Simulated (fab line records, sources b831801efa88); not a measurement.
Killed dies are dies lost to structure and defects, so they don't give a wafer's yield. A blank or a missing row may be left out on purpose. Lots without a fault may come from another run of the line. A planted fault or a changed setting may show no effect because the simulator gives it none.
Which tool did it? | flow sky130 | 7 lots, 21 wafers sampled, at 1 step of a route of 708

WHAT THE GAUGES READ, wafer by wafer
SKY_SD_P_OVL_MEAS_08.
lot  | measured     | on         | SD_P_OVL (nm)
L716 | day 25 13:22 | overlay-02 | 2.3 2.1 0.5
L719 | day 26 19:16 | overlay-01 | 1.3 -0.9 1.3
L722 | day 27 14:38 | overlay-02 | 1.0 0.8 -0.3
L723 | day 29 06:56 | overlay-02 | -1.5 -2.2 0.0
L731 | day 30 19:33 | overlay-01 | -0.4 -0.8 -0.4
L736 | day 32 05:05 | overlay-02 | 2.0 1.1 0.4
L738 | day 32 19:51 | overlay-02 | 1.9 0.9 2.1

WHICH TOOL RAN EACH LOT (tool, then ch and the chambers of the sampled wafers, then the start)
The record holds no process step before these readings.

THE ANSWER, worked out from the rows above alone
Rule: what is usual is taken from the lots themselves. Put in order of their means at a reading, lots are off if they are a third of the lots or fewer, leave a main group of 4 or more, and stand apart from it by a gap of 3 or more times the standard deviation of the main group's means; of several such gaps the widest counts. A main group whose means are all the same, to the digits that the tables above print for the reading, isn't used. A lot without any number at a reading at which 4 lots or more have one is off too. The other lots that the step has rows for count as sound.
No lot is off at any reading shown: from this, nothing can be told.

WHAT THE SIMULATOR HAD PUT IN
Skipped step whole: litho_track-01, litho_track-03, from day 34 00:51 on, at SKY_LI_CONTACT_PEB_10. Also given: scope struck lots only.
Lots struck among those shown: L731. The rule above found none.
